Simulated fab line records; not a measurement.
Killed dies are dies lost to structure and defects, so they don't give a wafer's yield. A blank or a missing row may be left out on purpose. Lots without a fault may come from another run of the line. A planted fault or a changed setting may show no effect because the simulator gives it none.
Which of the tools did it? | flow sky130 | 39 wafers from 13 lots sampled at 2 of the route's 708 steps

## WHAT THE GAUGES SHOWED, per wafer
SKY_NWELL_RS_MEAS_31: a four-point-probe measurement. Usual: PWDE_RS typically reads 5270 ohm/sq, with standard deviation 19.
lot  | measured     | on            | PWDE_RS (ohm/sq) | flag
L207 | day 5 10:51  | film_metro-01 | 5286 5288 5290   |
L209 | day 5 23:50  | film_metro-03 | 5303 5301 5290   |
L216 | day 7 16:17  | film_metro-03 | 5266 5259 5255   |
L218 | day 8 01:44  | film_metro-01 | 5252 5251 5258   |
L221 | day 9 02:17  | film_metro-04 | 5271 5276 5286   |
L222 | day 9 07:28  | film_metro-03 | 5264 5262 5272   |
L223 | day 9 15:15  | film_metro-04 | 5268 5283 5288   |
L224 | day 9 15:53  | film_metro-04 | 5233 5235 5252   |
L226 | day 10 02:38 | film_metro-01 | 5272 5268 5280   |
L227 | day 10 08:14 | film_metro-03 | 5279 5274 5307   |
L228 | day 10 15:37 | film_metro-01 | 5257 5242 5234   |
L229 | day 10 23:40 | film_metro-04 | 5282 5281 5262   |
L230 | day 11 06:54 | film_metro-04 | 5244 5239 5254   |

SKY_VT_ADJUST_HVTP_CD_MEAS_07: target cd 380 nm. Usual: cd_nm reads 379.3 nm (standard deviation 2.6).
lot  | measured     | on        | cd_nm (nm)        | flag
L207 | day 6 05:43  | cd_sem-02 | 375.5 374.8 377.0 |
L209 | day 6 18:04  | cd_sem-01 | 380.5 378.4 380.7 |
L216 | day 8 12:44  | cd_sem-01 | 377.9 374.9 377.1 |
L218 | day 8 23:28  | cd_sem-01 | 376.5 379.0 379.3 |
L221 | day 9 23:32  | cd_sem-02 | 379.5 379.5 379.6 |
L222 | day 10 03:32 | cd_sem-01 | 373.9 373.8 373.9 |
L223 | day 10 12:01 | cd_sem-02 | 383.3 382.1 384.9 |
L224 | day 10 12:58 | cd_sem-02 | 379.0 380.5 379.4 |
L226 | day 11 00:01 | cd_sem-01 | 380.3 380.2 378.4 |
L227 | day 11 05:21 | cd_sem-01 | 375.0 375.7 378.4 |
L228 | day 11 12:50 | cd_sem-01 | 386.4 384.9 387.7 |
L229 | day 11 22:19 | cd_sem-02 | 376.6 378.4 375.9 |
L230 | day 12 06:55 | cd_sem-01 | 379.1 380.2 379.1 |

## TOOL THAT RAN EACH LOT (tool first, then ch and the chambers of the sampled wafers, then the start)
The record holds no process step before these readings.

## AS READ BY THE TOOLS THEMSELVES (means over the sampled wafers that have a number; for cases with no such wafer, the mark the record gives instead)
The record holds no such reading with a usual standard deviation.

## THE ANSWER, worked out from the rows above alone
Rule: take the mean of a lot's wafers that have a number; if it is more than 3 standard deviations from the usual mean, the lot is off. Also off: a lot with no number at a reading for which 4 or more lots have one. All remaining lots with rows at the step are treated as sound. Order of review: gauges by route order, followed by the tools' own readings, for which a lot's mean as printed above is used. The first step at which some lot is off is used, and at that step the reading that is off furthest; a lot without a number counts as furthest.
Nothing can be told from this: no lot is off at any reading shown.

## WHAT WAS PUT IN BY THE SIMULATOR
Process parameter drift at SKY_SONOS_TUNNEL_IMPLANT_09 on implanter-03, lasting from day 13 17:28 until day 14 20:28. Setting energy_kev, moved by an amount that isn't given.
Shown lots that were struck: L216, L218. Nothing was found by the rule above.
